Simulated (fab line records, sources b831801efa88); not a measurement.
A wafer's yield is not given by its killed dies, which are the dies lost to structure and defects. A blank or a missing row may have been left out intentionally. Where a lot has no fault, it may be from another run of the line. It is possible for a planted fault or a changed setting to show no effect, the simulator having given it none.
fab line records + flow sky130
record
- lots=12
- wafers=36
- last_day=50
route steps=708 shown METAL3@567 VIA4@660 METAL5@664 PASSIVATION@682 PAD_OPEN@708
lots that met no fault: taken from a fault-free run of the same line
start_h: hours from the record's first day to the start of the lot's first wafer shown + wait_h: how many hours have passed since the lot's step before this one + " same as the row above + L1.1+2: several wafers, shown together as one row + - no value, or no start was given + * or withheld: withheld + < > ~ a bound
route shown NAME@n: names a module that has steps shown in the file, with the first one's number in the route + usual: the fault-free wafers' mean and standard deviation + same: alike in all rows + chamber/n: place in a boat + sites: readings site by site + _std_site: standard deviation across them + _edge_site: mean of outer sites minus mean of inner sites + radius_mm: for every site, how far away it sits from the centre of the wafer + mask NAME#n: copy n + behind: the tool/chamber that last shaped the wafer + hold: reason for holding the lot/hours on hold/outcome of the hold + device: transistor that didn't switch, given as n, p or np + end of line: tests of these same wafers at the route's end + for a step that has no rows: nothing shown but its recipe + killed: dies that structure and defects cost at the first sort, which is not the same as the wafer's yield + map: per-die view of a wafer (x killed, . not killed, _ where there is no die)
set.NAME: the setting as run; set.NAME@STEP: as run at that earlier step + model.NAME: the simulator's own value behind a step, which no gauge read
the route's steps for a sample of lots (tables are steps, rows are wafers)
services: the hour from which a tool's chamber was out of use, counted from the record's first day as start_h (under 0 if before that day), plus the number of hours and why
## steps
# step SKY_METAL3_ETCH_17
# recipe
- target=SiO2
- stop_on=TiN
- chemistry=C4F8/O2/Ar
- source_w=1500
- bias_w=1200
- pressure_mtorr=40
- c4f8_flow_sccm=withheld
- O2_flow_sccm=6
- Ar_flow_sccm=300
- time_s=3.9
- target_depth_a=150
# usual
- oes_product_au=0.752/0.0081
| lot.wafer | tool        | chamber | start_h | wait_h | oes_product_au | rf_hours_counter_h |
|-----------|-------------|---------|---------|--------|----------------|--------------------|
| L564.2    | rie_diel-03 | 0       | 895.60  | 0.1    | 0.747          | 5                  |
| L564.3    | "           | 3       | "       | "      | 0.753          | 7                  |
| L564.4    | "           | 3       | "       | "      | 0.752          | -                  |
| L565.3    | rie_diel-02 | 2       | 909.72  | 0.0    | 0.754          | 22                 |
| L565.5    | "           | 0       | "       | "      | 0.755          | -                  |
| L565.6    | "           | 1       | "       | "      | 0.759          | -                  |
| L566.2    | rie_diel-02 | 1       | 912.47  | 0.1    | 0.753          | 6                  |
| L566.4    | "           | 2       | "       | "      | 0.773          | -                  |
| L566.6    | "           | 0       | "       | "      | 0.761          | -                  |
| L570.1    | rie_diel-02 | 2       | 943.82  | 0.1    | 0.765          | 1                  |
| L570.3    | "           | 3       | "       | "      | 0.744          | 1                  |
| L570.5    | "           | 3       | "       | "      | 0.766          | -                  |
| L569.1    | rie_diel-03 | 0       | 954.45  | 0.1    | 0.747          | 6                  |
| L569.3    | "           | 1       | "       | "      | 0.750          | 22                 |
| L569.4    | "           | 2       | "       | "      | 0.754          | 10                 |
| L572.2    | rie_diel-02 | 1       | 967.07  | 0.1    | 0.752          | 7                  |
| L572.4    | "           | 0       | "       | "      | 0.760          | 10                 |
| L572.6    | "           | 0       | "       | "      | 0.758          | -                  |
| L573.3    | rie_diel-03 | 3       | 970.80  | 0.0    | 0.751          | 9                  |
| L573.4    | "           | 0       | "       | "      | 0.748          | 6                  |
| L573.5    | "           | 2       | "       | "      | 0.745          | -                  |
| L575.2    | rie_diel-02 | 0       | 982.55  | 0.1    | 0.743          | 10                 |
| L575.3    | "           | 1       | "       | "      | 0.753          | 8                  |
| L575.4    | "           | 3       | "       | "      | 0.760          | 2                  |
| L578.1    | rie_diel-03 | 3       | 1005.25 | 0.1    | 0.745          | 10                 |
| L578.3    | "           | 2       | "       | "      | 0.749          | 12                 |
| L578.4    | "           | 1       | "       | "      | 0.756          | 24                 |
| L582.2    | rie_diel-01 | 3       | 1031.58 | 0.1    | 0.755          | 5                  |
| L582.4    | "           | 0       | "       | "      | 0.755          | 7                  |
| L582.5    | "           | 3       | "       | "      | 0.760          | -                  |
| L583.2    | rie_diel-01 | 2       | 1035.48 | 0.1    | 0.732          | 17                 |
| L583.4    | "           | 3       | "       | "      | 0.743          | 5                  |
| L583.6    | "           | 2       | "       | "      | 0.741          | -                  |
| L586.1    | rie_diel-03 | 2       | 1052.18 | 0.2    | 0.742          | 14                 |
| L586.3    | "           | 1       | "       | "      | 0.755          | 25                 |
| L586.4    | "           | 3       | "       | "      | 0.757          | 12                 |
# step SKY_VIA4_CMP_21
# recipe
- stop_on=SiO2
- t_overpolish_s=25
- down_force_psi=3.5
- platen_rpm=60
- target_thk_nm=0
- pad_velocity_m_s=0.94248
# usual
- edge_zone_pressure_frac=0.999/0.0046
- motor_current_A=10.5/1.1
- overpolish_run_s=25.000/0.0094
- slurry_flow_ml_min=150.0/0.43
- time_to_endpoint_s=122/4.2
| lot.wafer | tool   | chamber | start_h | wait_h | edge_zone_pressure_frac | motor_current_A | overpolish_run_s | slurry_flow_ml_min | time_to_endpoint_s |
|-----------|--------|---------|---------|--------|-------------------------|-----------------|------------------|--------------------|--------------------|
| L564.2    | cmp-02 | 3       | 999.09  | 0.0    | 1.002                   | 10.6            | 24.989           | 149.9              | 122                |
| L564.3    | "      | 0       | "       | "      | 0.995                   | 9.9             | 25.001           | 150.2              | 127                |
| L564.4    | "      | 2       | "       | "      | 1.006                   | 9.0             | 25.003           | 149.9              | 125                |
| L565.3    | cmp-02 | 0       | 1011.86 | 0.1    | 0.995                   | 10.0            | 24.990           | 149.4              | 132                |
| L565.6    | "      | 2       | "       | "      | 1.005                   | 8.8             | 24.991           | 150.5              | 124                |
| L565.5    | "      | 3       | "       | "      | 0.998                   | 10.4            | 24.994           | 150.1              | 127                |
| L566.4    | cmp-01 | 2       | 1018.01 | 0.2    | 1.000                   | 9.4             | 25.003           | 150.1              | 119                |
| L566.2    | "      | 3       | "       | "      | 1.001                   | 12.2            | 25.012           | 149.4              | 118                |
| L566.6    | "      | 1       | "       | "      | 0.990                   | 11.9            | 24.993           | 150.1              | 118                |
| L570.1    | cmp-01 | 2       | 1044.29 | 0.1    | 1.002                   | 9.6             | 24.993           | 149.8              | 119                |
| L570.3    | "      | 0       | "       | "      | 0.990                   | 9.9             | 25.003           | 150.4              | 125                |
| L570.5    | "      | 3       | "       | "      | 0.996                   | 11.8            | 25.002           | 150.1              | 123                |
| L569.1    | cmp-01 | 2       | 1053.52 | 0.3    | 0.996                   | 9.8             | 25.016           | 150.8              | 110                |
| L569.3    | "      | 3       | "       | "      | 1.000                   | 12.0            | 24.996           | 150.6              | 116                |
| L569.4    | "      | 0       | "       | "      | 0.995                   | 10.0            | 24.991           | 151.0              | 123                |
| L572.4    | cmp-02 | 2       | 1065.44 | 0.0    | 1.004                   | 9.4             | 25.002           | 149.8              | 123                |
| L572.2    | "      | 1       | "       | "      | 0.992                   | 10.7            | 25.008           | 149.0              | 121                |
| L572.6    | "      | 3       | "       | "      | 0.995                   | 10.4            | 24.985           | 150.0              | 123                |
| L573.3    | cmp-01 | 0       | 1068.16 | 0.0    | 0.997                   | 10.5            | 25.012           | 149.8              | 124                |
| L573.4    | "      | 1       | "       | "      | 0.998                   | 12.3            | 25.002           | 149.4              | 120                |
| L573.5    | "      | 1       | "       | "      | 1.000                   | 12.4            | 25.001           | 149.4              | 121                |
| L575.2    | cmp-01 | 0       | 1079.31 | 0.1    | 1.003                   | 10.0            | 24.991           | 150.6              | 122                |
| L575.3    | "      | 1       | "       | "      | 0.990                   | 13.3            | 25.001           | 149.8              | 118                |
| L575.4    | "      | 2       | "       | "      | 1.005                   | 9.8             | 24.998           | 150.1              | 119                |
| L578.3    | cmp-02 | 3       | 1098.46 | 0.0    | 0.994                   | 10.6            | 25.007           | 149.4              | 119                |
| L578.1    | "      | 1       | "       | "      | 0.994                   | 10.9            | 25.004           | 149.6              | 119                |
| L578.4    | "      | 2       | "       | "      | 0.993                   | 9.1             | 25.002           | 150.1              | 117                |
| L582.4    | cmp-02 | 0       | 1122.92 | 0.0    | 0.999                   | 9.6             | 24.996           | 149.9              | 126                |
| L582.2    | "      | 3       | "       | "      | 0.995                   | 10.4            | 24.991           | 149.5              | 121                |
| L582.5    | "      | 1       | "       | "      | 1.001                   | 11.0            | 24.990           | 150.6              | 119                |
| L583.4    | cmp-02 | 2       | 1126.10 | 0.1    | 0.999                   | 9.2             | 25.009           | 150.2              | 120                |
| L583.2    | "      | 0       | "       | "      | 0.997                   | 10.1            | 24.975           | 150.7              | 121                |
| L583.6    | "      | 1       | "       | "      | 0.999                   | 10.9            | 25.011           | 150.2              | 118                |
| L586.3    | cmp-02 | 1       | 1140.89 | 0.4    | 1.001                   | 10.5            | 24.982           | 149.4              | 124                |
| L586.4    | "      | 2       | "       | "      | 0.994                   | 9.9             | 25.010           | 149.9              | 123                |
| L586.1    | "      | 0       | "       | "      | 0.995                   | 10.2            | 25.004           | 149.9              | 129                |
# step SKY_METAL5_SPUTTER_03
# recipe
- material=Ti
- target_thk_nm=5
- power_w=3000
- time_s=3.3
- chamber_pressure_pa=0.4
# usual
- throttle_valve_pct=30.2/0.86
| lot.wafer | tool           | chamber | start_h | wait_h | throttle_valve_pct |
|-----------|----------------|---------|---------|--------|--------------------|
| L564.2    | pvd_sputter-01 | -       | 999.49  | 0.0    | 29.2               |
| L564.3    | "              | -       | "       | "      | 31.2               |
| L564.4    | "              | -       | "       | "      | 31.4               |
| L565.3    | pvd_sputter-04 | -       | 1012.16 | 0.0    | 30.5               |
| L565.5    | "              | -       | "       | "      | 31.4               |
| L565.6    | "              | -       | "       | "      | 30.3               |
| L566.2    | pvd_sputter-01 | -       | 1018.36 | 0.0    | 28.4               |
| L566.4    | "              | -       | "       | "      | 30.5               |
| L566.6    | "              | -       | "       | "      | 28.5               |
| L570.1    | pvd_sputter-03 | -       | 1044.69 | 0.0    | 29.6               |
| L570.3    | "              | -       | "       | "      | 31.4               |
| L570.5    | "              | -       | "       | "      | 31.4               |
| L569.1    | pvd_sputter-03 | -       | 1053.92 | 0.0    | 30.3               |
| L569.3    | "              | -       | "       | "      | 29.6               |
| L569.4    | "              | -       | "       | "      | 31.7               |
| L572.2    | pvd_sputter-03 | -       | 1065.84 | 0.0    | 30.3               |
| L572.4    | "              | -       | "       | "      | 29.8               |
| L572.6    | "              | -       | "       | "      | 30.6               |
| L573.3    | pvd_sputter-04 | -       | 1068.56 | 0.0    | 31.2               |
| L573.4    | "              | -       | "       | "      | 30.4               |
| L573.5    | "              | -       | "       | "      | 30.4               |
| L575.2    | pvd_sputter-03 | -       | 1079.66 | 0.0    | 30.4               |
| L575.3    | "              | -       | "       | "      | 30.2               |
| L575.4    | "              | -       | "       | "      | 30.1               |
| L578.1    | pvd_sputter-01 | -       | 1098.86 | 0.0    | 31.7               |
| L578.3    | "              | -       | "       | "      | 29.2               |
| L578.4    | "              | -       | "       | "      | 29.4               |
| L582.2    | pvd_sputter-03 | -       | 1123.32 | 0.0    | 30.3               |
| L582.4    | "              | -       | "       | "      | 29.6               |
| L582.5    | "              | -       | "       | "      | 30.3               |
| L583.2    | pvd_sputter-01 | -       | 1126.45 | 0.0    | 31.4               |
| L583.4    | "              | -       | "       | "      | 29.0               |
| L583.6    | "              | -       | "       | "      | 29.2               |
| L586.1    | pvd_sputter-01 | -       | 1141.29 | 0.0    | 28.2               |
| L586.3    | "              | -       | "       | "      | 31.6               |
| L586.4    | "              | -       | "       | "      | 30.4               |
# step SKY_PASSIVATION_THK_MEAS_01
# recipe
- reads=SiO2_of_PASSIVATION_CVD_00
# usual
- PASSIVATION_CVD_00_THK=89.9/1.3
| lot.wafer | tool          | chamber | start_h | wait_h | PASSIVATION_CVD_00_THK[nm] |
|-----------|---------------|---------|---------|--------|----------------------------|
| L564.2    | film_metro-04 | -       | 1023.15 | -      | 89.3                       |
| L564.3    | "             | -       | "       | "      | 91.6                       |
| L564.4    | "             | -       | "       | "      | 91.2                       |
| L565.3    | film_metro-01 | -       | 1036.03 | -      | 91.5                       |
| L565.5    | "             | -       | "       | "      | 90.0                       |
| L565.6    | "             | -       | "       | "      | 89.9                       |
| L566.2    | film_metro-01 | -       | 1042.23 | -      | 88.9                       |
| L566.4    | "             | -       | "       | "      | 91.7                       |
| L566.6    | "             | -       | "       | "      | 90.9                       |
| L570.1    | film_metro-04 | -       | 1067.25 | -      | 88.6                       |
| L570.3    | "             | -       | "       | "      | 89.1                       |
| L570.5    | "             | -       | "       | "      | 92.2                       |
| L569.1    | film_metro-02 | -       | 1076.32 | -      | 90.2                       |
| L569.3    | "             | -       | "       | "      | 91.1                       |
| L569.4    | "             | -       | "       | "      | 91.2                       |
| L572.2    | film_metro-02 | -       | 1087.31 | -      | 89.8                       |
| L572.4    | "             | -       | "       | "      | 92.8                       |
| L572.6    | "             | -       | "       | "      | 90.9                       |
| L573.3    | film_metro-01 | -       | 1089.59 | -      | 87.8                       |
| L573.4    | "             | -       | "       | "      | 89.3                       |
| L573.5    | "             | -       | "       | "      | 88.9                       |
| L575.2    | film_metro-01 | -       | 1100.86 | -      | 90.4                       |
| L575.3    | "             | -       | "       | "      | 90.1                       |
| L575.4    | "             | -       | "       | "      | 91.2                       |
| L578.1    | film_metro-04 | -       | 1120.10 | -      | 89.2                       |
| L578.3    | "             | -       | "       | "      | 89.0                       |
| L578.4    | "             | -       | "       | "      | 90.2                       |
| L582.2    | film_metro-04 | -       | 1142.81 | -      | 90.4                       |
| L582.4    | "             | -       | "       | "      | 90.6                       |
| L582.5    | "             | -       | "       | "      | 91.1                       |
| L583.2    | film_metro-04 | -       | 1145.71 | -      | 88.5                       |
| L583.4    | "             | -       | "       | "      | 90.3                       |
| L583.6    | "             | -       | "       | "      | 89.3                       |
| L586.1    | film_metro-04 | -       | 1159.93 | -      | 89.0                       |
| L586.3    | "             | -       | "       | "      | 89.1                       |
| L586.4    | "             | -       | "       | "      | 90.0                       |
# step SKY_PAD_OPEN_PROBE_99
# usual
- defect_limited_yield=82.6/2.1
- killed_at_M0_to_M3=42/7.6
- killed_at_M4_up=3.4/2
- killed_at_contacts=24/5.9
- killed_at_front_end=16/4.5
- killed_at_other=0.4/0.58
- killed_dies=86/10
- killed_open=47/7.6
- killed_short=39/6.7
- sort_bin_3_pad_short=0.9/0.42
- sort_bin_5_function=10.3/1.7
- sort_bin_6_memory=6.2/1.2
- sort_n_pass=406/10
- sort_yield_pct=82.6/2.1
# same
- gross_dies=492
- killed_at_back_side=0
- sort_bin_4_leakage[%]=0
- sort_bin_8_speed[%]=0
| lot.wafer | tool      | chamber | start_h | wait_h | defect_limited_yield[%] | killed_at_M0_to_M3 | killed_at_M4_up | killed_at_contacts | killed_at_front_end | killed_at_other | killed_dies | killed_open | killed_short | sort_bin_3_pad_short[%] | sort_bin_5_function[%] | sort_bin_6_memory[%] | sort_n_pass | sort_yield_pct[%] |
|-----------|-----------|---------|---------|--------|-------------------------|--------------------|-----------------|--------------------|---------------------|-----------------|-------------|-------------|--------------|-------------------------|------------------------|----------------------|-------------|-------------------|
| L569.1    | prober-02 | -       | 1119.62 | 0.1    | 85.2                    | 23                 | 4               | 28                 | 18                  | 0               | 73          | 43          | 30           | 0.2                     | 9.3                    | 5.3                  | 419         | 85.2              |
| L569.3    | prober-02 | -       | 1119.72 | 0.2    | 82.5                    | 40                 | 5               | 23                 | 18                  | 0               | 86          | 49          | 37           | 2.0                     | 10.6                   | 4.9                  | 406         | 82.5              |
| L569.4    | prober-02 | -       | 1119.77 | 0.2    | 82.7                    | 37                 | 1               | 26                 | 21                  | 0               | 85          | 44          | 41           | 0.6                     | 11.6                   | 5.1                  | 407         | 82.7              |
| L572.2    | prober-02 | -       | 1130.13 | 0.1    | 81.7                    | 52                 | 3               | 23                 | 12                  | 0               | 90          | 49          | 41           | 1.4                     | 9.3                    | 7.5                  | 402         | 81.7              |
| L572.4    | prober-02 | -       | 1130.23 | 0.2    | 78.3                    | 62                 | 2               | 28                 | 14                  | 1               | 107         | 56          | 51           | 1.0                     | 13.2                   | 7.5                  | 385         | 78.3              |
| L572.6    | prober-02 | -       | 1130.33 | 0.2    | 80.9                    | 49                 | 1               | 28                 | 16                  | 0               | 94          | 58          | 36           | 1.0                     | 9.1                    | 8.9                  | 398         | 80.9              |
| L575.2    | prober-02 | -       | 1142.90 | 0.2    | 85.2                    | 40                 | 6               | 18                 | 9                   | 0               | 73          | 37          | 36           | 0.6                     | 9.1                    | 5.1                  | 419         | 85.2              |
| L575.3    | prober-02 | -       | 1142.95 | 0.3    | 80.1                    | 58                 | 3               | 25                 | 12                  | 0               | 98          | 40          | 29           | 2.4                     | 13.4                   | 4.1                  | 394         | 80.1              |
| L575.4    | prober-02 | -       | 1143.00 | 0.3    | 84.3                    | 34                 | 4               | 27                 | 12                  | 0               | 77          | 45          | 32           | 0.4                     | 9.3                    | 5.9                  | 415         | 84.3              |
| L578.1    | prober-02 | -       | 1160.26 | 0.1    | 82.7                    | 39                 | 3               | 20                 | 23                  | 0               | 85          | 44          | 41           | 0.6                     | 8.5                    | 8.1                  | 407         | 82.7              |
| L578.3    | prober-02 | -       | 1160.36 | 0.2    | 83.1                    | 38                 | 4               | 13                 | 28                  | 0               | 83          | 43          | 40           | 0.6                     | 9.3                    | 6.9                  | 409         | 83.1              |
| L578.4    | prober-02 | -       | 1160.41 | 0.2    | 85.6                    | 39                 | 3               | 17                 | 12                  | 0               | 71          | 33          | 38           | 0.6                     | 9.3                    | 4.5                  | 421         | 85.6              |
| L583.2    | prober-02 | -       | 1183.13 | 0.1    | 84.1                    | 30                 | 2               | 24                 | 21                  | 1               | 78          | 33          | 45           | 1.2                     | 8.1                    | 6.5                  | 414         | 84.1              |
| L583.4    | prober-02 | -       | 1183.23 | 0.2    | 86.2                    | 30                 | 4               | 16                 | 17                  | 1               | 68          | 28          | 39           | 0.6                     | 9.3                    | 3.9                  | 424         | 86.2              |
| L583.6    | prober-02 | -       | 1183.33 | 0.2    | 83.5                    | 40                 | 2               | 19                 | 20                  | 0               | 81          | 34          | 47           | 0.8                     | 8.5                    | 7.1                  | 411         | 83.5              |
# killed by level:class
L569.1 CONTACT:geometric_particle:open=11 POLY_GATE:geometric_particle:short=6 POLY_GATE:geometric_particle:open=6 CONTACT:geometric_particle:short=5 LOCAL_INTERCONNECT:geometric_particle:short=5 LI_CONTACT:geometric_particle:open=4 VIA1:geometric_particle:open=4 VIA2:geometric_particle:open=4
L569.3 VIA1:geometric_particle:open=11 VIA3:geometric_particle:open=9 CONTACT:geometric_particle:open=8 LI_CONTACT:geometric_particle:open=6 VIA2:geometric_particle:open=6 METAL4:geometric_particle:short=5 POLY_GATE:geometric_particle:short=4 POLY_GATE:geometric_particle:open=4
L569.4 FIELD_ISO:geometric_particle:short=8 LI_CONTACT:geometric_particle:open=7 VIA1:geometric_particle:open=7 CONTACT:geometric_particle:open=7 METAL1:geometric_particle:short=7 CONTACT:geometric_particle:short=6 POLY_GATE:geometric_particle:open=5 VIA2:geometric_particle:open=5
L572.2 VIA1:geometric_particle:open=17 LOCAL_INTERCONNECT:geometric_particle:short=10 VIA3:geometric_particle:open=9 METAL1:geometric_particle:short=8 FIELD_ISO:geometric_particle:open=6 FIELD_ISO:geometric_particle:short=5 CONTACT:geometric_particle:open=5 VIA2:geometric_particle:open=5
L572.4 VIA2:geometric_particle:open=14 VIA1:geometric_particle:open=11 CONTACT:geometric_particle:open=9 METAL2:geometric_particle:short=9 LI_CONTACT:geometric_particle:open=7 CONTACT:geometric_particle:short=7 METAL1:geometric_particle:short=7 VIA3:geometric_particle:open=6
L572.6 VIA3:geometric_particle:open=10 VIA2:geometric_particle:open=10 LI_CONTACT:geometric_particle:open=9 CONTACT:geometric_particle:open=7 VIA1:geometric_particle:open=7 VIA1:geometric_particle:short=7 CONTACT:geometric_particle:short=6 POLY_GATE:geometric_particle:open=4
L575.2 CONTACT:geometric_particle:open=9 VIA1:geometric_particle:open=7 VIA2:geometric_particle:open=7 VIA3:geometric_particle:open=6 VIA1:geometric_particle:short=4 METAL2:geometric_particle:short=4 METAL4:geometric_particle:short=4 METAL3:geometric_particle:short=4
L575.3 METAL3:unspecified=29 VIA1:geometric_particle:open=10 LI_CONTACT:geometric_particle:open=9 CONTACT:geometric_particle:open=7 POLY_GATE:geometric_particle:open=4 CONTACT:geometric_particle:short=4 VIA2:geometric_particle:open=4 METAL3:geometric_particle:short=4
L575.4 LI_CONTACT:geometric_particle:open=12 VIA1:geometric_particle:open=8 METAL2:geometric_particle:short=7 CONTACT:geometric_particle:open=5 VIA2:geometric_particle:open=5 FIELD_ISO:geometric_particle:short=4 LOCAL_INTERCONNECT:geometric_particle:open=4 METAL1:geometric_particle:short=4
L578.1 VIA1:geometric_particle:open=8 VIA3:geometric_particle:open=7 FIELD_ISO:geometric_particle:short=6 POLY_GATE:geometric_particle:open=6 VIA2:geometric_particle:open=6 VIA1:geometric_particle:short=5 CONTACT:geometric_particle:open=5 METAL1:geometric_particle:short=5
L578.3 FIELD_ISO:geometric_particle:open=10 METAL1:geometric_particle:short=9 FIELD_ISO:geometric_particle:short=7 VIA3:geometric_particle:open=7 POLY_GATE:geometric_particle:short=6 CONTACT:geometric_particle:open=6 VIA1:geometric_particle:short=5 VIA2:geometric_particle:open=5
L578.4 VIA1:geometric_particle:short=9 VIA1:geometric_particle:open=7 METAL2:geometric_particle:short=7 POLY_GATE:geometric_particle:open=6 CONTACT:geometric_particle:open=6 VIA3:geometric_particle:open=5 LOCAL_INTERCONNECT:geometric_particle:short=4 METAL1:geometric_particle:short=4
L583.2 FIELD_ISO:geometric_particle:short=9 CONTACT:geometric_particle:open=9 VIA1:geometric_particle:short=5 VIA1:geometric_particle:open=5 LI_CONTACT:geometric_particle:open=4 POLY_GATE:geometric_particle:short=4 LOCAL_INTERCONNECT:geometric_particle:short=4 CONTACT:geometric_particle:short=4
L583.4 VIA1:geometric_particle:open=8 FIELD_ISO:geometric_particle:short=5 LOCAL_INTERCONNECT:geometric_particle:short=5 METAL1:geometric_particle:short=5 VIA1:geometric_particle:short=5 CONTACT:geometric_particle:open=4 FIELD_ISO:geometric_particle:open=3 POLY_GATE:geometric_particle:open=3
L583.6 METAL1:geometric_particle:short=7 VIA1:geometric_particle:open=7 METAL2:geometric_particle:short=7 CONTACT:geometric_particle:open=6 FIELD_ISO:geometric_particle:short=5 SPACER:geometric_particle:short=5 LOCAL_INTERCONNECT:geometric_particle:short=5 POLY_GATE:geometric_particle:short=4
## services
| tool           | chamber | start_h | hours | kind   |
|----------------|---------|---------|-------|--------|
| rie_diel-03    | 2       | 875.74  | 21.6  | repair |
| rie_diel-03    | -       | 877.02  | 0.2   | repair |
| rie_diel-02    | 2       | 884.86  | 2.3   | repair |
| cmp-01         | -       | 885.32  | 2.2   | repair |
| pvd_sputter-03 | -       | 888.76  | 3.9   | repair |
| cmp-02         | -       | 893.98  | 1.6   | repair |
| cmp-02         | -       | 901.97  | 2.3   | repair |
| cmp-02         | -       | 905.63  | 22.8  | pm     |
| cmp-01         | -       | 912.29  | 4.0   | pm     |
| rie_diel-03    | -       | 923.93  | 19.5  | repair |
| pvd_sputter-01 | -       | 932.96  | 5.0   | repair |
| rie_diel-02    | 1       | 938.01  | 9.5   | repair |
| pvd_sputter-01 | -       | 941.20  | 2.6   | repair |
| rie_diel-03    | -       | 942.36  | 2.3   | repair |
| cmp-01         | -       | 945.81  | 3.7   | repair |
| cmp-01         | -       | 959.13  | 0.3   | repair |
| cmp-01         | -       | 966.18  | 3.9   | repair |
| cmp-01         | -       | 1047.15 | 4.0   | pm     |
| pvd_sputter-01 | -       | 1060.07 | 2.2   | repair |
| rie_diel-03    | -       | 1072.41 | 2.8   | pm     |
| cmp-02         | -       | 1084.53 | 4.0   | pm     |
| cmp-02         | -       | 1085.20 | 1.3   | repair |
| rie_diel-02    | 3       | 1101.91 | 6.8   | repair |
| cmp-02         | -       | 1129.52 | 1.3   | repair |
## key
first_sign
- step=SKY_PAD_OPEN_PROBE_99
- reading=sort_bin_3_pad_short
- direction=up
- sigmas=3.6
- usual=0.9
- struck=2.4
effect none on later readings
met_at SKY_METAL3_ETCH_17
struck_lots L575
struck_wafers L575.3
not_acting_at SKY_VIA4_CMP_21,SKY_METAL5_SPUTTER_03,SKY_PASSIVATION_THK_MEAS_01
onset_between 967.07 982.55
fault
- kind=chamber_particle_source
- tool=rie_diel-02
- chamber=1
- onset_h=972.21
- steps=SKY_METAL3_ETCH_17
- rate_per_visit_cm2=0.81446
- end_h=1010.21
